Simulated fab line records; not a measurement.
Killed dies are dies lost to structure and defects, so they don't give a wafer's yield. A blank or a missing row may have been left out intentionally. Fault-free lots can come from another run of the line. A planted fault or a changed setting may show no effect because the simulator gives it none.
Struck lot and sound lot, side by side	flow sky130	44 out of 708 route steps
Sound: the wafers L140.1, L140.4, L140.5. Wafers L151.3, L151.4, L151.6 were the ones struck. The cause is named last.
For every step that has rows: the tool of each side, followed by ch and its chambers, followed by its first start. Under that, the readings that differ: sound wafers	struck wafers	difference of the means	sigmas: that difference in standard deviations of wafers without a fault.
alike: words and numbers the same on both sides, and readings whose means are apart by under 2 such deviations; not compared: readings that were withheld, readings missing a value for some wafer, numbers with overlapping values and no deviation given by the record, and bounds like >300 which may hide the same value.
The two part at a step that has a row with sigmas, a row that says differs or no value, or rows on one side only. Numbers that have no deviation but don't overlap get no sigmas and don't part them. A reading that every wafer of one side lacks parts them only if that side has two wafers or more.

first, 3 steps without rows for these wafers: SKY_FIELD_ISO_CLEAN_20 (cleans in dHF, time 20 s); SKY_FIELD_ISO_WET_ETCH_21 (etches SiO2 in dHF, target depth 20 nm, time 400 s); SKY_FIELD_ISO_OXIDATION_22 (stabilise 600 s, purge 300 s, target thk 10 nm).
SKY_FIELD_ISO_THK_MEAS_23:
  sound on film_metro-04 at day 2 08:14; struck on film_metro-04 at day 4 17:10
  alike: FIELD_ISO_OXIDATION_01_THK
then, 1 step without rows for these wafers: SKY_FIELD_ISO_CVD_24 (deposits SiO2, target thk 595 nm, time 99.2 s).
SKY_FIELD_ISO_THK_MEAS_25:
  sound on film_metro-01 at day 2 08:22; struck on film_metro-04 at day 4 17:17
  alike: FIELD_ISO_CVD_24_THK
then, 1 step without rows for these wafers: SKY_FIELD_ISO_ANNEAL_26 (time 1800 s).
SKY_FIELD_ISO_CMP_27: polishes, stops on Si3N4, t overpolish 16 s, target thk 457.8 nm.
  sound on cmp-01 ch 0,2,3, day 2 11:45; struck on cmp-02 ch 0,1, day 4 19:11
  alike: motor_current_A, overpolish_run_s, time_to_endpoint_s
then, 4 steps without rows for these wafers: SKY_FIELD_ISO_WET_ETCH_28 (etches SiO2 in dHF, target depth 23.7 nm, time 47 s); SKY_FIELD_ISO_WET_ETCH_29 (etches Si3N4 in H3PO4, target depth 160 nm, time 1825 s); SKY_FIELD_ISO_WET_ETCH_30 (etches SiO2 in dHF, target depth 25 nm, time 50 s); SKY_NWELL_CLEAN_00 (cleans in SC1/SC2, time 150 s).
SKY_NWELL_OXIDATION_01: stabilise 600 s, purge 300 s, target thk 10 nm.
  sound on furnace-01 ch 0, day 2 13:50; struck on furnace-02 ch 0, day 4 23:01
reading	sound	struck	difference	sigmas
zone_power_top_pct (%)	32.0 31.9 31.2	32.6 32.4 32.5	+0.8	+2
SKY_NWELL_THK_MEAS_02:
  sound on film_metro-01 at day 2 15:14; struck on film_metro-03 at day 5 00:39
reading	sound	struck	difference	sigmas
NWELL_OXIDATION_THK (nm)	10.18 10.22 10.03	15.72 15.80 16.24	+5.78	+29
then, 8 steps without rows for these wafers: SKY_DNWELL_DEHYDRATE_00 (time 60 s); SKY_DNWELL_HMDS_01 (prime time 60 s); SKY_DNWELL_COAT_02 (resist thk 3000 nm); SKY_DNWELL_SOFTBAKE_03; SKY_DNWELL_EXPOSE_04 (exposes mask DNM, target cd 3000 nm); SKY_DNWELL_PEB_05; SKY_DNWELL_DEVELOP_06 (develop time 60 s); SKY_DNWELL_IMPLANT_07.
SKY_DNWELL_STRIP_08: strips in O2/N2.
  sound on plasma_asher-03 ch 0,1, day 3 07:07; struck on plasma_asher-01 ch 0,1, day 5 16:10
reading	sound	struck	difference	sigmas
drypump_motor_current_A (A)	6.1 6.1 6.6	5.2 5.5 5.2	-1.0	-2
  alike: chamber_pressure_mTorr, n2_flow_sccm, oes_product_au, strip_time_to_endpoint_s
  not compared: rf_hours_counter_h
SKY_DNWELL_TW_MEAS_09:
  sound on film_metro-03 at day 3 07:13; struck on film_metro-02 at day 5 16:15
  alike: DNWELL_TW
then, 7 steps without rows for these wafers: SKY_PWDE_DEHYDRATE_00 (time 60 s); SKY_PWDE_HMDS_01 (prime time 60 s); SKY_PWDE_COAT_02 (resist thk 3000 nm); SKY_PWDE_SOFTBAKE_03; SKY_PWDE_EXPOSE_04 (exposes mask PWDEM, target cd 840 nm); SKY_PWDE_PEB_05; SKY_PWDE_DEVELOP_06 (develop time 60 s).
SKY_PWDE_OVL_MEAS_07:
  sound on overlay-02 at day 3 23:08; struck on overlay-02 at day 6 10:49
  alike: PWDE_OVL
after that, 1 step had no rows for these wafers: SKY_PWDE_IMPLANT_08.
SKY_PWDE_STRIP_09: strips in O2/N2.
  sound on plasma_asher-03 ch 0,1, day 3 23:20; struck on plasma_asher-04 ch 0,1, day 6 11:01
  alike: chamber_pressure_mTorr, drypump_motor_current_A, n2_flow_sccm, oes_product_au, strip_time_to_endpoint_s
  not compared: rf_hours_counter_h
SKY_PWDE_TW_MEAS_10:
  sound on film_metro-02 at day 3 23:26; struck on film_metro-02 at day 6 11:07
  alike: PWDE_TW
then, 7 steps without rows for these wafers: SKY_NWELL_DEHYDRATE_03 (time 60 s); SKY_NWELL_HMDS_04 (prime time 60 s); SKY_NWELL_COAT_05 (resist thk 3000 nm); SKY_NWELL_SOFTBAKE_06; SKY_NWELL_EXPOSE_07 (exposes mask NWM, target cd 840 nm); SKY_NWELL_PEB_08; SKY_NWELL_DEVELOP_09 (develop time 60 s).
SKY_NWELL_CLEAN_27: cleans in SC1/SC2, time 150 s.
  sound on wet_bench-02 ch 0, day 5 09:53; struck on wet_bench-04 ch 1, day 8 06:48
reading	sound	struck	difference	sigmas
model.SiO2_of_NWELL_OXIDATION_01.thk_nm (nm)	9.848 9.811 9.655	15.39 15.5 15.89	+5.82	
-- the record jumps here: 40 days lie between the struck wafers' starts before and after (it left off in module NWELL and takes up again in module PAD_OPEN, whose first step shown is number 708 of the route) --
SKY_PAD_OPEN_PROBE_99:
  sound on prober-01 at day 45 22:28; struck on prober-02 at day 48 17:40
reading	sound	struck	difference	sigmas
model.etest.tip_p.rs_ohm_sq	6928 6897 6865	7015 7052 7088	+155	
model.etest.pfet_01v8.r_on_ohm_um	2901 2956 2898	3122 3116 3137	+207	
model.etest.pfet_g5v0d10v5.r_on_ohm_um	4685 4746 4752	4943 4874 4870	+168	
model.etest.res_pwell_under_gate.rs_ohm_sq	2282 2279 2283	2300 2300 2304	+20	
model.etest.pfet_01v8_mvt.drive_ua_um	149.3 148.5 150	137.3 138.5 136.1	-12.0	
model.etest.pfet_01v8.drive_ua_um	190.7 188.8 193.5	176.4 174.3 172.6	-16.6	
model.etest.pfet_g5v0d10v5.drive_ua_um	347.1 341.7 343.6	325.6 333.5 326.7	-15.5	
  alike: killed_at_M0_to_M3, killed_at_M4_up, killed_at_contacts, killed_at_front_end, killed_at_other, killed_dies, killed_open, killed_short
  not compared: model.etest.nfet_16v.r_on_ohm_um

## WHERE THEY PART
First at SKY_NWELL_OXIDATION_01; last, within this record, at SKY_DNWELL_STRIP_08. Later steps at which nothing parts them and some readings are alike: SKY_DNWELL_TW_MEAS_09, SKY_PWDE_OVL_MEAS_07, SKY_PWDE_STRIP_09, SKY_PWDE_TW_MEAS_10, SKY_PAD_OPEN_PROBE_99.

WHY: whatever the simulator had introduced
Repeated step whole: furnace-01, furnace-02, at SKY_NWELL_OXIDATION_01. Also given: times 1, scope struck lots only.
